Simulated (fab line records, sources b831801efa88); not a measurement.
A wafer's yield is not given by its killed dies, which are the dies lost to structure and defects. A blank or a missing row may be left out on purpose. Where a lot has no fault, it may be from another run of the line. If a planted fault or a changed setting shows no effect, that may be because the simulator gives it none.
8D (eight disciplines) problem report, filled in by code	flow gf180mcu	the parts of the form that need people (team, actions taken, sign-off) are left out

== 1. WHAT IS WRONG ==
Mean of rf-fwd-power-W at GF_M4_METAL_ETCH_16: 921.1 W across 6 wafers in 2 lots; on wafers with no fault it is 795.3 W (standard deviation 2.9). That is +43 standard deviations from the usual mean.
The step: etches the open film in Cl2/BCl3, stops on SiO2, target depth 627.5 nm, time 104.6 s.
Earliest sighting: wafer L780.3 on rie-metal-04 at day 29 06:14. The record has a number at this step for 33 wafers belonging to 11 lots. Rule for "out" (also "out of limits"): further than 4 standard deviations from the usual mean. The rest of the wafers with a number are treated as sound.

== 2. WHAT IT IS, AND WHAT IT ISN'T ==
question	is	is not
which readings at this step	rf-fwd-power-W	chamber-pressure-mTorr, drypump-motor-current-A, mfc-cl2-sccm, oes-product-au, throttle-valve-pct
which lots	L780, L782	L762, L765, L766, L767, L768, L770, L771, L773, L775
which wafers of those lots	all that have a number	-
read on which tools	rie-metal-04	rie-metal-02, rie-metal-03
when	from day 29 06:14	up to then (27 sound wafers)

== 3. THE SUSPECTS, EACH WITH WHAT RULES IT OUT ==
Counting: a tool at any process step up to the reading remains a suspect when it ran all the lots that are out and ran no sound lot after the first of those.
- rie-metal-04 at GF_M4_METAL_ETCH_16 (etches the open film in Cl2/BCl3, stops on SiO2, target depth 627.5 nm, time 104.6 s): kept. It processed each lot that is out, first L780 at day 29 06:14, and no sound lot thereafter; up to then, the last sound lot it processed was L773 at day 27 07:35. Its own readings are out on those wafers: rf-fwd-power-W.
The count leaves rie-metal-04 at GF_M4_METAL_ETCH_16.

== 4. THE CAUSE (what the simulator had put in) ==
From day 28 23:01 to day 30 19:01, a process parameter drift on rie-metal-04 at GF_M4_METAL_ETCH_16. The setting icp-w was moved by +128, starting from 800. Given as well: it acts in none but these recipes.
The count eliminated every tool but this one.

== 5. SEQUENCE OF EFFECTS, ordered by route ==
One row per reading whose mean, taken over the struck wafers that have a number, lies over 3 standard deviations from the usual. Only readings for which the record gives a usual standard deviation are gone through. hours: the time from each lot's start at the first step in this table that gives one to its start at this step, as a median over the lots. sigmas: the change in usual standard deviations.
hours	step	reading	usual	on struck wafers	change	sigmas
0	GF_M4_METAL_ETCH_16	rf-fwd-power-W	795.3 W	921.1	+125.8	+43
0	GF_M4_STRIP_17	strip-time-to-endpoint-s	7.85 s	7.48	-0.37	-8.3
Its process steps:
- GF_M4_METAL_ETCH_16: etches the open film in Cl2/BCl3, stops on SiO2, target depth 627.5 nm, time 104.6 s.
- GF_M4_STRIP_17: strips in O2/N2.

== 6. HOW IT WOULD HAVE BEEN CAUGHT EARLIER ==
The fault began at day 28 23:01; the first out-of-limits reading in this record came at day 29 06:14, 7 hours later.
